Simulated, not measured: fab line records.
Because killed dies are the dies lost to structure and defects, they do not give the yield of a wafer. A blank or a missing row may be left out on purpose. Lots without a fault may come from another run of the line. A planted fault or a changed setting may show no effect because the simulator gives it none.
fab line records    flow sky130
record: lots: 7  wafers: 21  last-day: 50
route steps=708 shown VIA2@522 METAL3@532
lots untouched by any fault: they come from a run of this same line in which no faults occurred
start-h: hours from the record's opening day to when the first of the lot's shown wafers began    wait-h: hours elapsed since this lot's preceding step    " repeats the value in the row above    L1.1+2: one row covering several wafers at once    - value missing, or start not given    * or withheld: withheld    < > ~ a bound
route shown NAME@n: NAME is a module with steps in the file, n the number in the route of the first one    usual: mean and standard deviation over wafers with no fault    same: alike in all rows    chamber/n: place in a boat    sites: each site's reading    _std_site: the standard deviation of these    _edge_site: outer sites' mean less inner sites'    radius-mm: how far each site lies from the wafer's centre    mask NAME#n: copy n    behind: the tool/chamber that last shaped the wafer    hold: reason for holding the lot/hours on hold/outcome of the hold    device: transistor that didn't switch, given as n, p or np    end of line: the tests these same wafers got at the end of their route    for a step that has no rows: nothing shown but its recipe    killed: not the wafer's yield, but the dies lost to structure and defects at the first sort    map: per-die view of a wafer (x killed, . not killed, _ where there is no die)
set.NAME: the setting as run; set.NAME@STEP: as run at that earlier step    model.NAME: the simulator's own value behind a step, which no gauge read
lots at selected steps of the route; one table per step, one row per wafer
services: from which hour (start-h, from the record's first day; less than 0 if before it) a tool's chamber was out of use, for how many hours, and why
== steps ==
step: SKY_VIA2_ETCH_15
recipe: target: SiO2  chemistry: C4F8/O2/Ar  target-depth-nm: 546  stop-on: TiN  mask-material: KrF-thick  source-w: 1500  bias-w: 1200  pressure-mtorr: 40  c4f8-flow-sccm: withheld  O2_flow_sccm: 6  Ar_flow_sccm: 300  time-s: 84
usual: oes-product-au: 0.939/0.005
same: time-s: 84
lot.wafer  tool         chamber  start-h  wait-h  oes-product-au  rf-hours-counter-h
L144.1     rie-diel-02  0        885.24   0.0     0.956           18
L144.4     "            1        "        "       0.944           -
L144.5     "            2        "        "       0.936           -
L145.1     rie-diel-02  1        897.00   0.0     0.938           13
L145.3     "            3        "        "       0.941           8
L145.4     "            2        "        "       0.937           -
L146.1     rie-diel-02  2        899.99   0.0     0.947           9
L146.4     "            1        "        "       0.936           -
L146.5     "            2        "        "       0.940           -
L147.4     rie-diel-04  2        906.90   0.0     0.943           16
L147.5     "            1        "        "       0.934           -
L147.6     "            0        "        "       0.945           -
L148.3     rie-diel-03  0        916.55   0.0     0.941           8
L148.4     "            1        "        "       0.941           1
L148.5     "            3        "        "       0.929           -
L157.1     rie-diel-02  1        987.57   0.0     0.936           15
L157.4     "            3        "        "       0.944           11
L157.5     "            2        "        "       0.935           -
L162.2     rie-diel-02  2        1007.97  0.0     0.926           12
L162.4     "            3        "        "       0.939           12
L162.5     "            2        "        "       0.944           -
step: SKY_VIA2_STRIP_16
recipe: chemistry: O2/N2  power-w: 1400  pressure-mtorr: 1500  platen-temp-c: withheld  o2-flow-sccm: 3000  n2-flow-sccm: 300  overash-fraction: 0.5
usual: drypump-motor-current-A: 5.6/0.47  n2-flow-sccm: 300.0/0.79  oes-product-au: 0.398/0.0048  strip-time-to-endpoint-s: 4.03/0.036
lot.wafer  tool             chamber  start-h  wait-h  drypump-motor-current-A  n2-flow-sccm  oes-product-au  rf-hours-counter-h  strip-time-to-endpoint-s
L144.1     plasma-asher-02  1        885.30   0.0     4.8                      299.5         0.397           106                 4.10
L144.4     "                0        "        "       5.7                      299.9         0.390           -                   3.98
L144.5     "                0        "        "       5.8                      299.3         0.391           -                   4.06
L145.1     plasma-asher-02  1        897.06   0.0     4.8                      299.6         0.397           107                 3.98
L145.3     "                1        "        "       4.8                      299.5         0.400           -                   3.98
L145.4     "                0        "        "       5.7                      299.4         0.398           -                   4.06
L146.1     plasma-asher-04  1        900.05   0.0     5.5                      300.4         0.398           45                  4.04
L146.4     "                0        "        "       6.2                      299.1         0.392           -                   3.97
L146.5     "                1        "        "       5.5                      301.2         0.399           -                   4.05
L147.4     plasma-asher-04  0        906.99   0.1     6.2                      299.5         0.399           -                   4.04
L147.5     "                0        "        "       6.2                      300.5         0.405           -                   4.02
L147.6     "                1        "        "       5.5                      300.7         0.400           -                   4.07
L148.3     plasma-asher-04  0        916.64   0.1     6.2                      301.1         0.395           -                   3.97
L148.4     "                1        "        "       5.5                      300.2         0.402           -                   4.07
L148.5     "                1        "        "       5.5                      299.2         0.398           -                   4.02
L157.1     plasma-asher-02  0        987.64   0.0     5.7                      299.3         0.390           116                 3.96
L157.4     "                1        "        "       4.8                      300.0         0.397           -                   4.00
L157.5     "                1        "        "       4.8                      300.5         0.390           -                   4.06
L162.2     plasma-asher-02  1        1008.04  0.0     4.8                      301.8         0.395           118                 4.02
L162.4     "                1        "        "       4.8                      299.2         0.398           -                   3.97
L162.5     "                1        "        "       4.8                      300.0         0.409           -                   4.02
step: SKY_VIA2_STRIP_17
recipe: chemistry: post-etch-residue-remover  time-s: 1200  temp-c: 72.5
step: SKY_VIA2_CLEAN_18
recipe: chemistry: IPA  time-s: 180  temp-c: 25
step: SKY_VIA2_CLEAN_19
recipe: chemistry: O3/DIW  dry: n2-spin
step: SKY_VIA2_SPUTTER_20
recipe: material: TiN  target-thk-nm: 20  chamber-pressure-pa: 5  power-w: 4000  time-s: 80
step: SKY_VIA2_CVD_21
recipe: material: W  target-thk-nm: 420  time-s: 126.4  temp-c: 400  pressure-torr: 40
usual: heater-power-w: 867/62
same: time-s: 126.4
lot.wafer  tool      chamber  start-h  wait-h  heater-power-w
L144.1     cvd-w-02  1        885.96   0.0     981
L144.4     "         1        "        "       1013
L144.5     "         0        "        "       773
L145.1     cvd-w-01  1        897.75   0.0     913
L145.3     "         0        "        "       863
L145.4     "         1        "        "       906
L146.1     cvd-w-01  0        900.71   0.0     869
L146.4     "         0        "        "       848
L146.5     "         0        "        "       837
L147.4     cvd-w-01  1        907.66   0.1     893
L147.5     "         1        "        "       905
L147.6     "         0        "        "       840
L148.3     cvd-w-01  1        917.31   0.1     908
L148.4     "         0        "        "       835
L148.5     "         1        "        "       912
L157.1     cvd-w-01  0        988.33   0.0     858
L157.4     "         0        "        "       882
L157.5     "         0        "        "       869
L162.2     cvd-w-01  0        1008.69  0.0     859
L162.4     "         1        "        "       930
L162.5     "         0        "        "       886
step: SKY_VIA2_RS_MEAS_22
recipe: thk-meas-gauge: four-point-probe  reads: W_of_VIA2_CVD_21+TiN_of_VIA2_SPUTTER_20
usual: VIA2_W_RS: 0.272/0.0039
lot.wafer  tool           chamber  start-h  wait-h  VIA2_W_RS[ohm/sq]
L144.1     film-metro-04  -        886.09   0.1     0.281
L144.4     "              -        "        "       0.282
L144.5     "              -        "        "       0.269
L145.1     film-metro-04  -        897.88   0.1     0.269
L145.3     "              -        "        "       0.273
L145.4     "              -        "        "       0.270
L146.1     film-metro-04  -        900.84   0.1     0.273
L146.4     "              -        "        "       0.273
L146.5     "              -        "        "       0.275
L147.4     film-metro-01  -        907.81   0.1     0.268
L147.5     "              -        "        "       0.266
L147.6     "              -        "        "       0.273
L148.3     film-metro-03  -        917.43   0.1     0.273
L148.4     "              -        "        "       0.276
L148.5     "              -        "        "       0.271
L157.1     film-metro-01  -        988.46   0.1     0.272
L157.4     "              -        "        "       0.274
L157.5     "              -        "        "       0.270
L162.2     film-metro-01  -        1008.84  0.1     0.270
L162.4     "              -        "        "       0.272
L162.5     "              -        "        "       0.269
step: SKY_VIA2_THK_MEAS_23
recipe: thk-meas-gauge: xrf  reads: W_of_VIA2_CVD_21
usual: VIA2_W_THK: 406/8.7
lot.wafer  tool           chamber  start-h  wait-h  VIA2_W_THK[nm]
L144.1     film-metro-04  -        886.21   0.1     397
L144.4     "              -        "        "       396
L144.5     "              -        "        "       417
L145.1     film-metro-04  -        898.00   0.1     413
L145.3     "              -        "        "       406
L145.4     "              -        "        "       409
L146.1     film-metro-04  -        900.96   0.1     406
L146.4     "              -        "        "       404
L146.5     "              -        "        "       404
L147.4     film-metro-01  -        907.90   0.1     418
L147.5     "              -        "        "       423
L147.6     "              -        "        "       412
L148.3     film-metro-03  -        917.53   0.1     399
L148.4     "              -        "        "       394
L148.5     "              -        "        "       402
L157.1     film-metro-01  -        988.58   0.1     413
L157.4     "              -        "        "       412
L157.5     "              -        "        "       418
L162.2     film-metro-01  -        1008.95  0.1     409
L162.4     "              -        "        "       404
L162.5     "              -        "        "       409
step: SKY_VIA2_CMP_24
recipe: stop-on: SiO2  t-overpolish-s: 20  down-force-psi: 3.5  platen-rpm: 60  target-thk-nm: 0  pad-velocity-m-s: 0.94248
step: SKY_METAL3_SPUTTER_00
recipe: material: Ti  target-thk-nm: 15  power-w: 3000  time-s: 10  chamber-pressure-pa: 0.4
step: SKY_METAL3_SPUTTER_01
recipe: material: TiN  target-thk-nm: 20  power-w: 6500  time-s: 16.7  chamber-pressure-pa: 0.4
usual: cathode-dc-power-W: 6500.0/1.2  chamber-pressure-pa: 0.4000/0.00076  throttle-valve-pct: 29.9/1.3
same: time-s: 16.7
lot.wafer  tool            chamber  start-h  wait-h  cathode-dc-power-W  chamber-pressure-pa  throttle-valve-pct
L144.1     pvd-sputter-01  -        886.62   0.0     6498.5              0.3995               30.0
L144.4     "               -        "        "       6500.0              0.4008               29.5
L144.5     "               -        "        "       6499.8              0.4005               30.9
L145.1     pvd-sputter-01  -        898.38   0.0     6499.9              0.4001               30.8
L145.3     "               -        "        "       6500.0              0.4003               29.7
L145.4     "               -        "        "       6500.8              0.3997               29.6
L146.1     pvd-sputter-01  -        901.34   0.0     6500.1              0.3993               29.5
L146.4     "               -        "        "       6500.7              0.4005               31.1
L146.5     "               -        "        "       6499.4              0.4003               29.6
L147.4     pvd-sputter-01  -        908.49   0.0     6500.8              0.4000               31.1
L147.5     "               -        "        "       6500.5              0.4004               29.4
L147.6     "               -        "        "       6500.4              0.4003               29.7
L148.3     pvd-sputter-01  -        917.90   0.0     6500.9              0.4001               31.2
L148.4     "               -        "        "       6501.5              0.4002               29.3
L148.5     "               -        "        "       6498.4              0.3996               31.2
L157.1     pvd-sputter-01  -        988.98   0.0     6499.4              0.4017               29.6
L157.4     "               -        "        "       6501.4              0.3994               29.6
L157.5     "               -        "        "       6502.2              0.3994               30.2
L162.2     pvd-sputter-04  -        1009.32  0.0     6499.6              0.4005               30.3
L162.4     "               -        "        "       6498.5              0.4000               29.8
L162.5     "               -        "        "       6500.5              0.4000               29.9
step: SKY_METAL3_SPUTTER_02
recipe: material: AlCu  target-thk-nm: 735  power-w: 10600  time-s: 39.1  chamber-pressure-pa: 0.4
usual: cathode-dc-power-W: 10600/2.1  chamber-pressure-pa: 0.4000/0.00084  throttle-valve-pct: 29.9/1.3  time-s: 39.1/0
lot.wafer  tool            chamber  start-h  wait-h  cathode-dc-power-W  chamber-pressure-pa  throttle-valve-pct  time-s
L144.1     pvd-sputter-01  -        886.64   0.0     10602               0.4003               29.6                39.1
L144.4     "               -        "        "       10599               0.4006               29.4                39.1
L144.5     "               -        "        "       10599               0.4010               30.9                39.1
L145.1     pvd-sputter-01  -        898.41   0.0     -                   -                    -                   -
L145.3     "               -        "        "       -                   -                    -                   -
L145.4     "               -        "        "       -                   -                    -                   -
L146.1     pvd-sputter-01  -        901.37   0.0     -                   -                    -                   -
L146.4     "               -        "        "       -                   -                    -                   -
L146.5     "               -        "        "       -                   -                    -                   -
L147.4     pvd-sputter-01  -        908.52   0.0     -                   -                    -                   -
L147.5     "               -        "        "       -                   -                    -                   -
L147.6     "               -        "        "       -                   -                    -                   -
L148.3     pvd-sputter-01  -        917.92   0.0     10596               0.4014               31.2                39.1
L148.4     "               -        "        "       10599               0.4005               29.5                39.1
L148.5     "               -        "        "       10600               0.4001               31.1                39.1
L157.1     pvd-sputter-01  -        989.01   0.0     10599               0.3985               29.9                39.1
L157.4     "               -        "        "       10598               0.3996               29.3                39.1
L157.5     "               -        "        "       10603               0.3996               30.1                39.1
L162.2     pvd-sputter-04  -        1009.35  0.0     10601               0.3991               29.9                39.1
L162.4     "               -        "        "       10602               0.3987               29.6                39.1
L162.5     "               -        "        "       10599               0.3998               29.7                39.1
step: SKY_METAL3_SPUTTER_03
recipe: material: Ti  target-thk-nm: 5  power-w: 3000  time-s: 3.3  chamber-pressure-pa: 0.4
usual: cathode-dc-power-W: 3000.0/0.6  chamber-pressure-pa: 0.4000/0.00082  throttle-valve-pct: 29.9/1.3
same: time-s: 3.3
lot.wafer  tool            chamber  start-h  wait-h  cathode-dc-power-W  chamber-pressure-pa  throttle-valve-pct
L144.1     pvd-sputter-01  -        886.68   0.0     2999.9              0.3999               29.7
L144.4     "               -        "        "       3000.6              0.3997               29.5
L144.5     "               -        "        "       2999.3              0.4004               31.1
L145.1     pvd-sputter-01  -        898.45   0.0     3000.7              0.3990               31.0
L145.3     "               -        "        "       2999.3              0.4007               29.5
L145.4     "               -        "        "       3000.8              0.4003               29.7
L146.1     pvd-sputter-01  -        901.41   0.0     3001.2              0.4000               29.6
L146.4     "               -        "        "       2999.2              0.4001               31.1
L146.5     "               -        "        "       3000.2              0.4003               29.7
L147.4     pvd-sputter-01  -        908.55   0.0     3000.3              0.3996               31.1
L147.5     "               -        "        "       2998.9              0.4005               29.5
L147.6     "               -        "        "       3000.1              0.4010               30.0
L148.3     pvd-sputter-01  -        917.96   0.0     3000.8              0.4000               31.3
L148.4     "               -        "        "       3000.2              0.3990               29.4
L148.5     "               -        "        "       2999.8              0.4000               31.0
L157.1     pvd-sputter-01  -        989.05   0.0     3001.3              0.3992               30.0
L157.4     "               -        "        "       2999.8              0.3999               29.3
L157.5     "               -        "        "       2999.8              0.3989               29.6
L162.2     pvd-sputter-04  -        1009.39  0.0     3000.9              0.3991               30.2
L162.4     "               -        "        "       3000.2              0.3991               29.8
L162.5     "               -        "        "       3000.0              0.4005               29.8
== services ==
tool             chamber  start-h  hours  kind
rie-diel-04      0        861.36   4.6    repair
rie-diel-03      1        862.65   -      clean
rie-diel-03      1        862.65   16.7   scheduled-down
rie-diel-03      1        862.65   16.7   vent-cycle
rie-diel-02      3        878.51   9.8    repair
cvd-w-01         -        884.83   6.0    pm
rie-diel-02      0        894.33   1.9    repair
rie-diel-02      0        896.53   8.9    repair
cvd-w-02         -        904.00   14.0   pm
cvd-w-02         0        904.00   14.0   vent-cycle
cvd-w-02         1        904.00   14.0   vent-cycle
cvd-w-02         0        918.00   -      clean
cvd-w-02         1        918.00   -      clean
cvd-w-01         0        936.11   10.5   repair
cvd-w-02         1        954.95   3.3    repair
plasma-asher-04  -        976.03   2.8    pm
plasma-asher-04  -        991.46   1.3    repair
== key ==
first-sign: step: SKY_METAL3_SPUTTER_02  reading: tool-record  direction: missing
effect none on later readings
met-at SKY_METAL3_SPUTTER_02
struck-wafers L145.1,L145.3,L145.4,L146.1,L146.4,L146.5,L147.4,L147.5,L147.6
later-rows-left-out L145.1,L145.3,L145.4,L146.1,L146.4,L146.5,L147.4,L147.5,L147.6
sort-left-out L145.1,L145.3,L145.4,L146.1,L146.4,L146.5,L147.4,L147.5,L147.6
onset-between 886.64 898.41
fault: kind: skipped-step-whole  tool: pvd-sputter-01  chamber: -  onset-h: 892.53  steps: SKY_METAL3_SPUTTER_02  scope: struck-lots-only
sort-left-out: the simulated sort isn't trusted on such a fault, so these wafers' sort isn't shown, and their yield isn't known
later-rows-left-out: the simulator's readings of these wafers behind a module that went badly wrong aren't trusted and aren't shown, but for the sort
